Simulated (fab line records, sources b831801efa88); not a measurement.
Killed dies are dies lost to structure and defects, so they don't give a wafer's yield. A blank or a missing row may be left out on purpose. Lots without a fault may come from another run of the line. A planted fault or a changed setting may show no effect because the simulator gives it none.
fab line records | flow sky130
record lots=5 wafers=15 last_day=50
route steps=708 shown SD_P@328 RES_XHIGH@332 SD_N@342 SALICIDE@361 LI_CONTACT@362
lots that met no fault: from a run of the same line without faults
start_h: hours from the record's first day to the start of the lot's first wafer shown | wait_h: hours since the lot's step before | " the same as in the row above | L1.1+2: a row that stands for several wafers | - no value, or no start given | * or withheld: withheld | < > ~ a bound
route shown NAME@n: a module of which the file shows steps, and the number in the route of the first | usual: mean/standard deviation of fault-free wafers | same: alike in all rows | chamber/n: place in a boat | sites: the reading at each site | _std_site: their standard deviation | _edge_site: outer sites' mean less inner sites' | radius_mm: how far each site lies from the wafer's centre | mask NAME#n: copy n | behind: the tool/chamber that last shaped the wafer | hold: why the lot was held/for how many hours/how that ended | device: the transistor (n, p or np) that didn't switch | end of line: the same wafers' tests at the end of the route | a step without rows: its recipe alone | killed: dies lost to structure and defects at the first sort, not the wafer's yield | map: a wafer's dies, x killed, . not, _ none there
set.NAME: the setting as run; set.NAME@STEP: as run at that earlier step | model.NAME: the simulator's own value behind a step, which no gauge read
lots at some steps of the route; a table a step, a row a wafer
services: from which hour (start_h, from the record's first day; less than 0 if before it) a tool's chamber was out of use, for how many hours, and why
## steps
# step SKY_SD_P_OVL_MEAS_08
# usual SD_P_OVL=0.4/1.4
# columns lot.wafer tool chamber start_h wait_h SD_P_OVL[nm]
L079.1 overlay-01 - 630.76 0.1 0.1
L079.2 " - " " 1.2
L079.3 " - " " 0.5
L081.1 overlay-01 - 642.03 0.1 1.0
L081.2 " - " " 0.5
L081.6 " - " " -0.5
L082.2 overlay-01 - 661.57 0.1 0.5
L082.4 " - " " 0.4
L082.5 " - " " 0.2
L094.1 overlay-01 - 752.08 0.1 3.9
L094.2 " - " " 2.0
L094.3 " - " " 1.5
L096.1 overlay-02 - 762.86 0.1 -0.9
L096.3 " - " " -1.2
L096.6 " - " " -0.7
# step SKY_SD_P_IMPLANT_09
# recipe species=BF2 energy_kev=20 dose_cm2=3e+15 tilt_deg=0
# usual beam_energy_keV=19.999/0.0059
# columns lot.wafer tool chamber start_h wait_h beam_energy_keV
L079.1 implanter-01 0 630.80 0.0 20.011
L079.2 " 0 " " 19.999
L079.3 " 0 " " 20.002
L081.1 implanter-02 0 642.07 0.0 20.007
L081.2 " 0 " " 19.998
L081.6 " 0 " " 20.001
L082.2 implanter-01 0 661.62 0.0 20.012
L082.4 " 0 " " 20.004
L082.5 " 0 " " 19.997
L094.1 implanter-01 0 752.11 0.0 19.995
L094.2 " 0 " " 19.995
L094.3 " 0 " " 19.991
L096.1 implanter-04 0 762.90 0.0 19.989
L096.3 " 0 " " 19.996
L096.6 " 0 " " 20.000
# step SKY_SD_P_STRIP_10
# recipe chemistry=O2/N2 power_w=1400 pressure_mtorr=1500 platen_temp_c=withheld o2_flow_sccm=3000 n2_flow_sccm=300 overash_fraction=0.5
# usual drypump_motor_current_A=5.6/0.34 oes_product_au=0.618/0.0047 strip_time_to_endpoint_s=17.50/0.04
# columns lot.wafer tool chamber start_h wait_h drypump_motor_current_A oes_product_au rf_hours_counter_h strip_time_to_endpoint_s
L079.1 plasma_asher-01 0 630.95 0.1 5.4 0.611 20 17.48
L079.2 " 1 " " 5.5 0.619 20 17.48
L079.3 " 1 " " 5.5 0.617 - 17.49
L081.1 plasma_asher-01 0 642.22 0.1 5.4 0.617 21 17.44
L081.2 " 1 " " 5.5 0.618 21 17.45
L081.6 " 1 " " 5.5 0.620 - 17.47
L082.2 plasma_asher-04 0 661.75 0.1 5.6 0.619 85 17.54
L082.4 " 1 " " 6.3 0.610 - 17.47
L082.5 " 0 " " 5.6 0.617 - 17.55
L094.1 plasma_asher-03 0 752.26 0.1 5.7 0.624 1 17.42
L094.2 " 1 " " 5.2 0.618 1 17.46
L094.3 " 0 " " 5.7 0.612 - 17.44
L096.1 plasma_asher-03 1 763.05 0.1 5.3 0.619 2 17.46
L096.3 " 0 " " 5.7 0.615 - 17.50
L096.6 " 0 " " 5.7 0.609 - 17.46
# step SKY_SD_P_TW_MEAS_11
# usual SD_P_TW=2829/17
# columns lot.wafer tool chamber start_h wait_h SD_P_TW
L079.1 film_metro-01 - 631.05 0.1 2824
L079.2 " - " " 2816
L079.3 " - " " 2820
L081.1 film_metro-02 - 642.32 0.1 2853
L081.2 " - " " 2844
L081.6 " - " " 2853
L082.2 film_metro-03 - 661.86 0.1 2815
L082.4 " - " " 2818
L082.5 " - " " 2805
L094.1 film_metro-02 - 752.36 0.1 2841
L094.2 " - " " 2821
L094.3 " - " " 2853
L096.1 film_metro-01 - 763.15 0.1 2801
L096.3 " - " " 2819
L096.6 " - " " 2802
# step SKY_RES_XHIGH_DEHYDRATE_00
# recipe temp_c=200 time_s=60
# columns lot.wafer tool chamber start_h wait_h
L079.1+2+3 litho_track-01 0 643.76 12.7
L081.1+2+6 litho_track-01 0 656.36 14.0
L082.2+4+5 litho_track-01 0 674.88 13.0
L094.1+2+3 litho_track-02 0 765.39 13.0
L096.1+3+6 litho_track-01 0 776.31 13.2
# step SKY_RES_XHIGH_HMDS_01
# recipe prime_time_s=60 prime_temp_c=120
# columns lot.wafer tool chamber start_h wait_h
L079.1+2+3 litho_track-01 0 643.91 0.1
L081.1+2+6 litho_track-01 0 656.51 0.1
L082.2+4+5 litho_track-01 0 675.03 0.1
L094.1+2+3 litho_track-02 0 765.54 0.1
L096.1+3+6 litho_track-01 0 776.46 0.1
# step SKY_RES_XHIGH_COAT_02
# recipe resist=NOVOLAK spin_rpm=3000 resist_thk_nm=1140
# usual spin_speed_rpm=3000.3/2.3
# columns lot.wafer tool chamber start_h wait_h spin_speed_rpm
L079.1 litho_track-01 0 644.06 0.1 2996.4
L079.2 " 0 " " 2997.3
L079.3 " 0 " " 3000.4
L081.1 litho_track-01 0 656.66 0.1 3000.1
L081.2 " 0 " " 2998.2
L081.6 " 0 " " 3004.2
L082.2 litho_track-01 0 675.18 0.1 2997.8
L082.4 " 0 " " 3005.3
L082.5 " 0 " " 2998.2
L094.1 litho_track-02 0 765.69 0.1 2998.5
L094.2 " 0 " " 3001.8
L094.3 " 0 " " 2999.5
L096.1 litho_track-01 0 776.61 0.1 2995.9
L096.3 " 0 " " 3002.8
L096.6 " 0 " " 3005.1
# step SKY_RES_XHIGH_SOFTBAKE_03
# recipe temp_c=90 time_s=60 resist=NOVOLAK
# columns lot.wafer tool chamber start_h wait_h
L079.1+2+3 litho_track-01 0 644.21 0.1
L081.1+2+6 litho_track-01 0 656.81 0.1
L082.2+4+5 litho_track-01 0 675.33 0.1
L094.1+2+3 litho_track-02 0 765.84 0.1
L096.1+3+6 litho_track-01 0 776.76 0.1
# step SKY_RES_XHIGH_EXPOSE_04
# recipe mask_id=URPM na=0.6 source_shape=conventional sigma_outer=0.6 polarization=unpolarized target_cd_nm=1270 dose_mj=140
# usual exposure_dose_mJ_cm2=140.02/0.14 reticle_temp_C=22.97/0.099
# columns lot.wafer tool chamber start_h wait_h mask exposure_dose_mJ_cm2 reticle_temp_C
L079.1 iline_stepper-02 0 - - URPM#0 139.87 22.92
L079.2 " 0 " " URPM#0 139.86 22.95
L079.3 " 0 " " URPM#0 139.94 22.84
L081.1 iline_stepper-01 0 - - URPM#0 140.20 22.99
L081.2 " 0 " " URPM#0 140.20 23.03
L081.6 " 0 " " URPM#0 140.04 22.92
L082.2 iline_stepper-01 0 - - URPM#0 139.98 23.23
L082.4 " 0 " " URPM#0 140.04 23.02
L082.5 " 0 " " URPM#0 139.82 23.01
L094.1 iline_stepper-02 0 - - URPM#0 140.05 22.98
L094.2 " 0 " " URPM#0 140.17 23.02
L094.3 " 0 " " URPM#0 140.08 23.13
L096.1 iline_stepper-02 0 - - URPM#0 139.85 22.88
L096.3 " 0 " " URPM#0 139.95 22.90
L096.6 " 0 " " URPM#0 140.02 22.89
# step SKY_RES_XHIGH_PEB_05
# recipe temp_c=withheld time_s=* resist=NOVOLAK
# columns lot.wafer tool chamber start_h wait_h
L079.1+2+3 litho_track-02 0 - -
L081.1+2+6 litho_track-03 0 - -
L082.2+4+5 litho_track-01 0 - -
L094.1+2+3 litho_track-03 0 - -
L096.1+3+6 litho_track-01 0 - -
# step SKY_RES_XHIGH_DEVELOP_06
# recipe resist=NOVOLAK developer=TMAH develop_time_s=60 dev_temp_c=23
# same develop_time_s=60
# columns lot.wafer tool chamber start_h wait_h
L079.1+2+3 litho_track-02 0 658.64 0.1
L081.1+2+6 litho_track-03 0 670.58 0.1
L082.2+4+5 litho_track-01 0 689.78 0.1
L094.1+2+3 litho_track-03 0 778.73 0.1
L096.1+3+6 litho_track-01 0 789.36 0.1
# step SKY_RES_XHIGH_IMPLANT_07
# recipe species=BF2 energy_kev=20 dose_cm2=3.6e+14 tilt_deg=0
# usual beam_energy_keV=19.999/0.0064
# columns lot.wafer tool chamber start_h wait_h beam_energy_keV
L079.1 implanter-03 0 658.79 0.1 20.001
L079.2 " 0 " " 20.005
L079.3 " 0 " " 20.004
L081.1 implanter-03 0 670.73 0.1 20.004
L081.2 " 0 " " 20.001
L081.6 " 0 " " 20.000
L082.2 implanter-03 0 689.93 0.1 19.989
L082.4 " 0 " " 19.995
L082.5 " 0 " " 19.992
L094.1 implanter-04 0 778.88 0.1 20.000
L094.2 " 0 " " 20.013
L094.3 " 0 " " 20.009
L096.1 implanter-04 0 789.51 0.1 20.006
L096.3 " 0 " " 20.007
L096.6 " 0 " " 20.006
# step SKY_RES_XHIGH_STRIP_08
# recipe chemistry=O2/N2 power_w=1424 pressure_mtorr=1500 platen_temp_c=withheld o2_flow_sccm=3000 n2_flow_sccm=300 overash_fraction=0.5
# usual drypump_motor_current_A=5.6/0.33 oes_product_au=0.718/0.005 strip_time_to_endpoint_s=14.07/0.044
# columns lot.wafer tool chamber start_h wait_h drypump_motor_current_A oes_product_au rf_hours_counter_h strip_time_to_endpoint_s
L079.1 plasma_asher-03 1 658.94 0.1 5.2 0.724 96 14.13
L079.2 " 0 " " 5.7 0.713 96 14.09
L079.3 " 1 " " 5.2 0.710 - 14.09
L081.1 plasma_asher-02 1 670.88 0.1 6.2 0.718 53 14.04
L081.2 " 0 " " 5.3 0.720 53 14.01
L081.6 " 0 " " 5.3 0.719 - 14.05
L082.2 plasma_asher-02 1 690.06 0.1 6.2 0.720 55 14.07
L082.4 " 0 " " 5.3 0.710 - 14.09
L082.5 " 1 " " 6.1 0.724 - 14.09
L094.1 plasma_asher-03 0 779.03 0.1 5.7 0.720 4 14.09
L094.2 " 1 " " 5.3 0.721 4 14.08
L094.3 " 1 " " 5.3 0.721 - 14.08
L096.1 plasma_asher-02 0 789.66 0.1 5.2 0.717 66 14.07
L096.3 " 1 " " 6.1 0.711 - 14.06
L096.6 " 1 " " 6.1 0.721 - 14.04
# step SKY_RES_XHIGH_TW_MEAS_09
# usual RES_XHIGH_TW=1640/8.4
# columns lot.wafer tool chamber start_h wait_h RES_XHIGH_TW
L079.1 film_metro-01 - 659.04 0.1 1638
L079.2 " - " " 1628
L079.3 " - " " 1634
L081.1 film_metro-01 - 670.98 0.1 1637
L081.2 " - " " 1622
L081.6 " - " " 1633
L082.2 film_metro-02 - 690.17 0.1 1656
L082.4 " - " " 1649
L082.5 " - " " 1641
L094.1 film_metro-01 - 779.15 0.1 1636
L094.2 " - " " 1638
L094.3 " - " " 1648
L096.1 film_metro-02 - 789.76 0.1 1643
L096.3 " - " " 1643
L096.6 " - " " 1643
# step SKY_SD_N_DEHYDRATE_00
# recipe temp_c=200 time_s=60
# columns lot.wafer tool chamber start_h wait_h
L079.1+2+3 litho_track-04 0 671.94 12.9
L081.1+2+6 litho_track-03 0 684.83 13.8
L082.2+4+5 litho_track-03 0 703.05 12.9
L094.1+2+3 litho_track-03 0 791.93 12.8
L096.1+3+6 litho_track-03 0 803.08 13.3
# step SKY_SD_N_HMDS_01
# recipe prime_time_s=60 prime_temp_c=120
# columns lot.wafer tool chamber start_h wait_h
L079.1+2+3 litho_track-04 0 672.09 0.1
L081.1+2+6 litho_track-03 0 684.98 0.1
L082.2+4+5 litho_track-03 0 703.20 0.1
L094.1+2+3 litho_track-03 0 792.08 0.1
L096.1+3+6 litho_track-03 0 803.23 0.1
# step SKY_SD_N_COAT_02
# recipe resist=NOVOLAK spin_rpm=3000 resist_thk_nm=1140
# usual spin_speed_rpm=2999.7/2.4
# columns lot.wafer tool chamber start_h wait_h spin_speed_rpm
L079.1 litho_track-04 0 672.24 0.1 2997.8
L079.2 " 0 " " 2998.3
L079.3 " 0 " " 3000.6
L081.1 litho_track-03 0 685.13 0.1 3000.9
L081.2 " 0 " " 2999.8
L081.6 " 0 " " 2999.4
L082.2 litho_track-03 0 703.35 0.1 2998.6
L082.4 " 0 " " 2998.2
L082.5 " 0 " " 2997.5
L094.1 litho_track-03 0 792.23 0.1 2999.1
L094.2 " 0 " " 3001.6
L094.3 " 0 " " 3000.8
L096.1 litho_track-03 0 803.38 0.1 2997.7
L096.3 " 0 " " 3002.6
L096.6 " 0 " " 3001.0
# step SKY_SD_N_SOFTBAKE_03
# recipe temp_c=90 time_s=60 resist=NOVOLAK
# columns lot.wafer tool chamber start_h wait_h
L079.1+2+3 litho_track-04 0 672.39 0.1
L081.1+2+6 litho_track-03 0 685.28 0.1
L082.2+4+5 litho_track-03 0 703.50 0.1
L094.1+2+3 litho_track-03 0 792.38 0.1
L096.1+3+6 litho_track-03 0 803.53 0.1
# step SKY_SD_N_EXPOSE_04
# recipe mask_id=NSDM na=0.6 source_shape=conventional sigma_outer=0.6 polarization=unpolarized target_cd_nm=380 dose_mj=141
# usual exposure_dose_mJ_cm2=140.98/0.14 reticle_temp_C=22.97/0.11
# columns lot.wafer tool chamber start_h wait_h mask exposure_dose_mJ_cm2 reticle_temp_C
L079.1 iline_stepper-02 0 - - NSDM#0 141.18 22.85
L079.2 " 0 " " NSDM#0 140.88 23.04
L079.3 " 0 " " NSDM#0 140.93 23.00
L081.1 iline_stepper-01 0 - - NSDM#0 141.03 23.16
L081.2 " 0 " " NSDM#0 141.10 23.12
L081.6 " 0 " " NSDM#0 140.96 23.07
L082.2 iline_stepper-01 0 - - NSDM#0 141.08 22.73
L082.4 " 0 " " NSDM#0 141.14 22.90
L082.5 " 0 " " NSDM#0 141.11 22.95
L094.1 iline_stepper-01 0 - - NSDM#0 140.78 22.85
L094.2 " 0 " " NSDM#0 140.88 22.87
L094.3 " 0 " " NSDM#0 140.84 22.97
L096.1 iline_stepper-01 0 - - NSDM#0 141.04 22.92
L096.3 " 0 " " NSDM#0 141.15 22.99
L096.6 " 0 " " NSDM#0 140.90 22.78
# step SKY_SD_N_PEB_05
# recipe temp_c=withheld time_s=* resist=NOVOLAK
# columns lot.wafer tool chamber start_h wait_h
L079.1+2+3 litho_track-01 0 - -
L081.1+2+6 litho_track-01 0 - -
L082.2+4+5 litho_track-01 0 - -
L094.1+2+3 litho_track-04 0 - -
L096.1+3+6 litho_track-03 0 - -
# step SKY_SD_N_DEVELOP_06
# recipe resist=NOVOLAK developer=TMAH develop_time_s=60 dev_temp_c=23
# same develop_time_s=60
# columns lot.wafer tool chamber start_h wait_h
L079.1+2+3 litho_track-01 0 686.96 0.1
L081.1+2+6 litho_track-01 0 698.66 0.1
L082.2+4+5 litho_track-01 0 718.08 0.1
L094.1+2+3 litho_track-04 0 805.24 0.1
L096.1+3+6 litho_track-03 0 815.98 0.1
# step SKY_SD_N_CD_MEAS_07
# recipe target_cd_nm=380
# usual cd_nm=379.9/2.8
# columns lot.wafer tool chamber start_h wait_h cd_nm
L079.1 cd_sem-02 - 687.11 0.1 378.5
L079.2 " - " " 377.8
L079.3 " - " " 379.7
L081.1 cd_sem-02 - 698.91 0.2 379.7
L081.2 " - " " 379.7
L081.6 " - " " 378.7
L082.2 cd_sem-01 - 718.23 0.1 377.9
L082.4 " - " " 377.5
L082.5 " - " " 376.9
L094.1 cd_sem-01 - 805.39 0.1 378.9
L094.2 " - " " 380.4
L094.3 " - " " 380.2
L096.1 cd_sem-02 - 816.13 0.1 378.9
L096.3 " - " " 377.1
L096.6 " - " " 378.1
# step SKY_SD_N_OVL_MEAS_08
# usual SD_N_OVL=0.6/1.3
# columns lot.wafer tool chamber start_h wait_h SD_N_OVL[nm]
L079.1 overlay-01 - 687.23 0.1 3.1
L079.2 " - " " 1.8
L079.3 " - " " 1.7
L081.1 overlay-01 - 699.03 0.1 1.3
L081.2 " - " " 0.8
L081.6 " - " " 0.5
L082.2 overlay-02 - 718.34 0.1 -0.3
L082.4 " - " " -0.1
L082.5 " - " " -0.3
L094.1 overlay-02 - 805.51 0.1 -0.6
L094.2 " - " " 0.4
L094.3 " - " " -0.6
L096.1 overlay-02 - 816.25 0.1 0.7
L096.3 " - " " 0.9
L096.6 " - " " 1.3
# step SKY_SD_N_IMPLANT_09
# recipe species=As energy_kev=50 dose_cm2=4e+15 tilt_deg=0
# usual beam_energy_keV=49.997/0.014
# columns lot.wafer tool chamber start_h wait_h beam_energy_keV
L079.1 implanter-01 0 687.27 0.0 49.999
L079.2 " 0 " " 49.993
L079.3 " 0 " " 50.003
L081.1 implanter-02 0 699.07 0.0 50.000
L081.2 " 0 " " 50.008
L081.6 " 0 " " 50.016
L082.2 implanter-01 0 718.39 0.0 49.995
L082.4 " 0 " " 49.993
L082.5 " 0 " " 49.981
L094.1 implanter-03 0 805.55 0.0 49.993
L094.2 " 0 " " 49.975
L094.3 " 0 " " 49.994
L096.1 implanter-02 0 816.28 0.0 49.996
L096.3 " 0 " " 49.996
L096.6 " 0 " " 50.007
# step SKY_SD_N_IMPLANT_10
# recipe species=P energy_kev=20 dose_cm2=1e+14 tilt_deg=0
# usual beam_energy_keV=19.999/0.0063
# columns lot.wafer tool chamber start_h wait_h beam_energy_keV
L079.1 implanter-01 0 687.42 0.1 19.999
L079.2 " 0 " " 20.007
L079.3 " 0 " " 19.994
L081.1 implanter-02 0 699.22 0.1 19.992
L081.2 " 0 " " 19.993
L081.6 " 0 " " 19.992
L082.2 implanter-01 0 718.54 0.1 20.000
L082.4 " 0 " " 19.991
L082.5 " 0 " " 19.999
L094.1 implanter-03 0 805.70 0.1 20.000
L094.2 " 0 " " 20.005
L094.3 " 0 " " 20.000
L096.1 implanter-02 0 826.73 10.4 19.993
L096.3 " 0 " " 20.006
L096.6 " 0 " " 19.993
# step SKY_SD_N_STRIP_11
# recipe chemistry=O2/N2 power_w=1400 pressure_mtorr=1500 platen_temp_c=withheld o2_flow_sccm=3000 n2_flow_sccm=300 overash_fraction=0.5
# usual drypump_motor_current_A=5.7/0.43 oes_product_au=0.527/0.004 strip_time_to_endpoint_s=22.52/0.048
# columns lot.wafer tool chamber start_h wait_h drypump_motor_current_A oes_product_au rf_hours_counter_h strip_time_to_endpoint_s
L079.1 plasma_asher-04 1 687.57 0.1 6.3 0.528 87 22.53
L079.2 " 0 " " 5.6 0.522 87 22.56
L079.3 " 1 " " 6.3 0.536 - 22.54
L081.1 plasma_asher-02 0 699.37 0.1 5.3 0.527 56 22.58
L081.2 " 1 " " 6.2 0.527 56 22.56
L081.6 " 0 " " 5.2 0.530 - 22.57
L082.2 plasma_asher-03 0 718.67 0.1 5.7 0.530 102 22.53
L082.4 " 1 " " 5.3 0.525 - 22.54
L082.5 " 0 " " 5.7 0.530 - 22.46
L094.1 plasma_asher-02 0 805.85 0.1 5.2 0.526 68 22.42
L094.2 " 1 " " 6.2 0.526 68 22.44
L094.3 " 0 " " 5.2 0.524 - 22.40
L096.1 plasma_asher-02 1 826.88 0.1 6.2 0.525 70 22.53
L096.3 " 0 " " 5.3 0.532 - 22.52
L096.6 " 1 " " 6.1 0.523 - 22.46
# step SKY_SD_N_TW_MEAS_12
# usual SD_N_TW=3981/22
# columns lot.wafer tool chamber start_h wait_h SD_N_TW
L079.1 film_metro-03 - 687.67 0.1 3991
L079.2 " - " " 3957
L079.3 " - " " 3960
L081.1 film_metro-03 - 699.47 0.1 3976
L081.2 " - " " 3961
L081.6 " - " " 3940
L082.2 film_metro-03 - 718.78 0.1 3960
L082.4 " - " " 3942
L082.5 " - " " 3952
L094.1 film_metro-02 - 805.95 0.1 3991
L094.2 " - " " 4012
L094.3 " - " " 3994
L096.1 film_metro-02 - 826.98 0.1 4035
L096.3 " - " " 4008
L096.6 " - " " 4006
# step SKY_SD_N_CLEAN_13
# recipe chemistry=SC1/SC2 mix=1:4:20 temp_c=70 time_s=150 dry=n2_spin
# columns lot.wafer tool chamber start_h wait_h
L079.1+2+3 wet_bench-04 1 687.73 0.1
L081.1+2+6 wet_bench-02 1 699.53 0.1
L082.2+4+5 wet_bench-04 1 718.83 0.0
L094.1+2+3 wet_bench-04 1 806.01 0.1
L096.1+3+6 wet_bench-02 2 827.04 0.1
# step SKY_SD_N_RTA_14
# recipe temp_c=1075 time_s=2 idle_temp_c=650 ramp_up_c_per_s=150 ramp_down_c_per_s=90 ambient=N2
# usual anneal_temp_c_max=1080.1/2.1 lamp_power_pct=15.74/0.06 wafer_temp_C_max=1078.0/1.1
# columns lot.wafer tool chamber start_h wait_h anneal_temp_c_max lamp_power_pct wafer_temp_C_max
L079.1 rtp_anneal-01 0 687.78 0.0 1078.2 15.79 1079.0
L079.2 " 0 " " 1077.8 15.73 1078.1
L079.3 " 0 " " 1078.3 15.76 1076.7
L081.1 rtp_anneal-01 0 699.58 0.0 1078.5 15.73 1077.8
L081.2 " 0 " " 1078.7 15.81 1078.8
L081.6 " 0 " " 1078.1 15.72 1078.6
L082.2 rtp_anneal-02 0 718.88 0.0 1080.1 15.70 1078.6
L082.4 " 0 " " 1082.3 15.71 1075.6
L082.5 " 0 " " 1084.0 15.72 1076.7
L094.1 rtp_anneal-02 0 806.06 0.0 1082.0 15.71 1078.6
L094.2 " 0 " " 1080.8 15.70 1079.8
L094.3 " 0 " " 1083.3 15.68 1076.9
L096.1 rtp_anneal-01 0 827.09 0.0 1077.6 15.66 1078.0
L096.3 " 0 " " 1079.2 15.78 1078.8
L096.6 " 0 " " 1078.1 15.82 1078.3
# step SKY_SD_N_RS_MEAS_16
# recipe thk_meas_gauge=four-point-probe
# usual SD_N_RS=68.54/0.11
# columns lot.wafer tool chamber start_h wait_h SD_N_RS[ohm/sq]
L079.1 film_metro-01 - 687.95 0.1 68.63
L079.2 " - " " 68.52
L079.3 " - " " 68.57
L081.1 film_metro-03 - 699.75 0.1 68.45
L081.2 " - " " 68.38
L081.6 " - " " 68.63
L082.2 film_metro-01 - 719.07 0.1 68.49
L082.4 " - " " 68.45
L082.5 " - " " 68.77
L094.1 film_metro-01 - 806.23 0.1 68.77
L094.2 " - " " 68.54
L094.3 " - " " 68.64
L096.1 film_metro-03 - 827.26 0.1 68.65
L096.3 " - " " 68.61
L096.6 " - " " 68.53
# step SKY_SD_N_RS_MEAS_17
# recipe thk_meas_gauge=four-point-probe
# usual SD_P_RS=147.0/0.36
# columns lot.wafer tool chamber start_h wait_h SD_P_RS[ohm/sq]
L079.1 film_metro-01 - 688.07 0.1 147.0
L079.2 " - " " 146.8
L079.3 " - " " 147.4
L081.1 film_metro-03 - 699.87 0.1 147.5
L081.2 " - " " 146.9
L081.6 " - " " 146.8
L082.2 film_metro-01 - 719.19 0.1 147.2
L082.4 " - " " 147.4
L082.5 " - " " 147.6
L094.1 film_metro-01 - 806.35 0.1 147.5
L094.2 " - " " 147.5
L094.3 " - " " 147.5
L096.1 film_metro-03 - 827.38 0.1 147.2
L096.3 " - " " 147.5
L096.6 " - " " 146.8
# step SKY_SD_N_RS_MEAS_18
# recipe thk_meas_gauge=four-point-probe
# usual RES_XHIGH_RS=333.6/1.2
# columns lot.wafer tool chamber start_h wait_h RES_XHIGH_RS[ohm/sq]
L079.1 film_metro-01 - 688.19 0.1 331.9
L079.2 " - " " 331.8
L079.3 " - " " 332.7
L081.1 film_metro-03 - 699.99 0.1 334.4
L081.2 " - " " 333.2
L081.6 " - " " 334.2
L082.2 film_metro-01 - 719.31 0.1 332.7
L082.4 " - " " 333.0
L082.5 " - " " 333.5
L094.1 film_metro-01 - 806.47 0.1 334.9
L094.2 " - " " 335.2
L094.3 " - " " 335.3
L096.1 film_metro-03 - 827.50 0.1 333.4
L096.3 " - " " 332.5
L096.6 " - " " 333.8
# step SKY_SALICIDE_CLEAN_00
# recipe chemistry=HF-last time_s=30 dilution=100:1 dry=ipa_marangoni
# columns lot.wafer tool chamber start_h wait_h
L079.1+2+3 wet_bench-03 2 688.31 0.1
L081.1+2+6 wet_bench-02 3 700.11 0.1
L082.2+4+5 wet_bench-01 2 719.41 0.1
L094.1+2+3 wet_bench-01 2 806.59 0.1
L096.1+3+6 wet_bench-02 2 827.62 0.1
# step SKY_LI_CONTACT_HDPCVD_00
# recipe material=PSG target_thk_nm=930 sigma_open_frac=0.3 time_s=155 temp_c=600 sih4_flow_sccm=60 pressure_mtorr=6
# usual pressure_mtorr=5.999/0.013 susceptor_temp_C=600.0/0.31
# columns lot.wafer tool chamber start_h wait_h pressure_mtorr susceptor_temp_C
L079.1 hdpcvd-02 2 688.33 0.0 5.984 600.1
L079.2 " 1 " " 5.981 601.0
L079.3 " 0 " " 5.999 599.7
L081.1 hdpcvd-01 1 700.13 0.0 5.977 600.4
L081.2 " 2 " " 6.006 599.9
L081.6 " 1 " " 5.980 600.1
L082.2 hdpcvd-01 2 719.43 0.0 5.996 599.9
L082.4 " 1 " " 6.027 599.7
L082.5 " 0 " " 6.006 600.6
L094.1 hdpcvd-01 2 806.61 0.0 5.999 600.2
L094.2 " 1 " " 5.981 600.0
L094.3 " 0 " " 6.003 599.5
L096.1 hdpcvd-01 0 827.64 0.0 6.000 600.2
L096.3 " 1 " " 5.982 600.3
L096.6 " 0 " " 6.029 600.2
# step SKY_LI_CONTACT_THK_MEAS_01
# recipe reads=PSG_of_LI_CONTACT_HDPCVD_00
# usual LI_CONTACT_HDPCVD_THK=927/7.9
# columns lot.wafer tool chamber start_h wait_h LI_CONTACT_HDPCVD_THK[nm]
L079.1 film_metro-02 - 688.43 0.1 922
L079.2 " - " " 928
L079.3 " - " " 936
L081.1 film_metro-02 - 700.23 0.1 920
L081.2 " - " " 928
L081.6 " - " " 928
L082.2 film_metro-01 - 719.54 0.1 930
L082.4 " - " " 911
L082.5 " - " " 917
L094.1 film_metro-03 - 806.71 0.1 940
L094.2 " - " " 929
L094.3 " - " " 925
L096.1 film_metro-02 - 827.74 0.1 923
L096.3 " - " " 918
L096.6 " - " " 923
# step SKY_LI_CONTACT_CMP_02
# recipe material=PSG down_force_psi=4 platen_rpm=60 pad_velocity_m_s=0.94248
# usual head_pressure_psi=4.001/0.008 motor_current_A=11.9/1.4 time_to_endpoint_s=31.4/2.5
# columns lot.wafer tool chamber start_h wait_h head_pressure_psi motor_current_A time_to_endpoint_s
L079.1 cmp-01 3 688.49 0.1 4.001 10.5 28.3
L079.3 " 0 " " 3.992 13.0 29.6
L079.2 " 2 " " 4.007 11.7 28.0
L081.1 cmp-02 1 700.29 0.1 4.001 10.6 32.8
L081.2 " 0 " " 4.008 12.1 34.1
L081.6 " 2 " " 4.007 9.7 31.7
L082.4 cmp-02 1 719.59 0.0 4.003 10.8 32.7
L082.2 " 2 " " 3.997 10.6 30.8
L082.5 " 2 " " 3.996 10.1 28.4
L094.1 cmp-01 3 806.85 0.1 3.996 10.9 32.1
L094.2 " 0 " " 4.021 13.0 28.2
L094.3 " 1 " " 3.993 14.2 29.1
L096.3 cmp-01 0 827.80 0.0 3.994 13.4 31.0
L096.1 " 1 " " 4.003 13.7 30.2
L096.6 " 1 " " 3.998 13.5 31.6
# step SKY_LI_CONTACT_BOW_MEAS_03
# recipe mode=bow
# usual LI_CONTACT_BOW=57/7.1
# columns lot.wafer tool chamber start_h wait_h LI_CONTACT_BOW[um]
L079.1 film_metro-02 - 688.79 0.2 60
L079.2 " - " " 57
L079.3 " - " " 47
L081.1 film_metro-01 - 700.59 0.2 64
L081.2 " - " " 59
L081.6 " - " " 56
L082.2 film_metro-02 - 719.91 0.2 53
L082.4 " - " " 55
L082.5 " - " " 49
L094.1 film_metro-01 - 807.10 0.2 43
L094.2 " - " " 51
L094.3 " - " " 55
L096.1 film_metro-03 - 828.10 0.2 60
L096.3 " - " " 55
L096.6 " - " " 78
# step SKY_LI_CONTACT_DEHYDRATE_04
# recipe temp_c=200 time_s=60
# columns lot.wafer tool chamber start_h wait_h
L079.1+2+3 litho_track-03 0 701.23 12.4
L081.1+2+6 litho_track-03 0 714.63 14.0
L082.2+4+5 litho_track-03 0 732.70 12.8
L094.1+2+3 litho_track-04 0 819.39 12.3
L096.1+3+6 litho_track-04 0 839.59 11.5
# step SKY_LI_CONTACT_HMDS_05
# recipe prime_time_s=60 prime_temp_c=120
# columns lot.wafer tool chamber start_h wait_h
L079.1+2+3 litho_track-03 0 701.38 0.1
L081.1+2+6 litho_track-03 0 714.78 0.1
L082.2+4+5 litho_track-03 0 732.85 0.1
L094.1+2+3 litho_track-04 0 819.54 0.1
L096.1+3+6 litho_track-04 0 839.74 0.1
## services
# columns tool chamber start_h hours kind
cmp-01 - 616.90 0.5 repair
iline_stepper-02 - 625.26 1.8 repair
implanter-04 - 629.12 5.3 repair
implanter-01 - 631.69 2.8 repair
plasma_asher-02 - 633.60 2.0 repair
implanter-02 - 634.70 2.3 repair
iline_stepper-01 - 637.00 4.3 pm
cmp-01 - 648.15 10.2 repair
hdpcvd-01 - 650.75 15.0 pm
implanter-01 - 662.11 6.5 repair
implanter-02 - 682.36 2.1 pm
implanter-01 - 694.56 1.5 repair
hdpcvd-01 - 704.24 0.8 repair
plasma_asher-03 - 726.33 2.0 repair
plasma_asher-03 - 733.75 9.0 pm
implanter-03 - 741.05 1.7 repair
plasma_asher-03 - 765.52 0.5 repair
iline_stepper-02 - 778.75 1.7 pm
wet_bench-02 - 789.50 1.0 repair
iline_stepper-01 - 790.33 1.7 pm
iline_stepper-02 - 805.76 4.4 pm
iline_stepper-01 - 810.31 4.4 pm
implanter-02 - 811.22 1.0 repair
implanter-03 - 829.39 28.0 pm
## key
fault none
